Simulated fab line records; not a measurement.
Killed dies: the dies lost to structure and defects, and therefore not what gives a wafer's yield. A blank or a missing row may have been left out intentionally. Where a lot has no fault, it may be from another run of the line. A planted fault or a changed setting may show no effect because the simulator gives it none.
What tool caused it?	flow gf180mcu	17 wafers from 6 lots sampled at 2 of the route's 602 steps

== WHAT THE GAUGES READ, wafer by wafer ==
GF_V1_THK_MEAS_03.
lot	measured	on	V1_CVD_02_THK (nm)
L127	day 17 12:52	filmMetro-01	841 835 847
L131	day 19 00:26	filmMetro-01	867 851 873
L133	day 19 20:16	filmMetro-03	827 833 850
L142	day 22 21:44	filmMetro-03	844 368
L147	day 24 12:12	filmMetro-02	835 844 364
L149	day 25 06:22	filmMetro-01	851 868 861

== WHAT TOOL EACH LOT RAN ON (gives the tool, then ch and the chambers of the sampled wafers, and finally the start) ==
lot	GF_V1_CVD_02
L127	pecvd-03 ch 0,1,2, day 17 12:49
L131	pecvd-02 ch 0,2, day 19 00:22
L133	pecvd-03 ch 1,2, day 19 20:11
L142	pecvd-03 ch 1,2, day 22 21:38
L147	pecvd-03 ch 0,1, day 24 12:07
L149	pecvd-02 ch 0,1, day 25 06:17
- GF_V1_CVD_02: deposits SiO2 from TEOS, target thk 850 nm, time 94.851 s.

== THE ANSWER, worked out from the rows above alone ==
Rule: what is usual is taken from the lots themselves. Put in order of their means at a reading, lots are off if they are a third of the lots or fewer, leave a main group of 4 or more, and stand apart from it by a gap of 3 or more times the standard deviation of the main group's means; of several such gaps the widest counts. Not used: any main group whose means are identical at the precision the tables above print for the reading. Also off: a lot with no number at a reading for which 4 or more lots have one. Where the step has rows for the other lots, those lots are counted as sound.
Off: L142, L147, seen at GF_V1_THK_MEAS_03 (V1_CVD_02_THK). Mean 850 nm and standard deviation 12 in the main group.
A tool fits if, at a process step before that reading, it ran every lot that is off, and no sound lot after the first of them. Gauges at GF_V1_THK_MEAS_03: tried the same way as those tools. One fits: pecvd-03 at GF_V1_CVD_02. Its last sound lot is L133 (day 19 20:11), its first lot that is off L142 (day 22 21:38): a fault that began between those two fits.

== WHAT HAD BEEN PUT IN BY THE SIMULATOR ==
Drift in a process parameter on pecvd-03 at GF_V1_CVD_02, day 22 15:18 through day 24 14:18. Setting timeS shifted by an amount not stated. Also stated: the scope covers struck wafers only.
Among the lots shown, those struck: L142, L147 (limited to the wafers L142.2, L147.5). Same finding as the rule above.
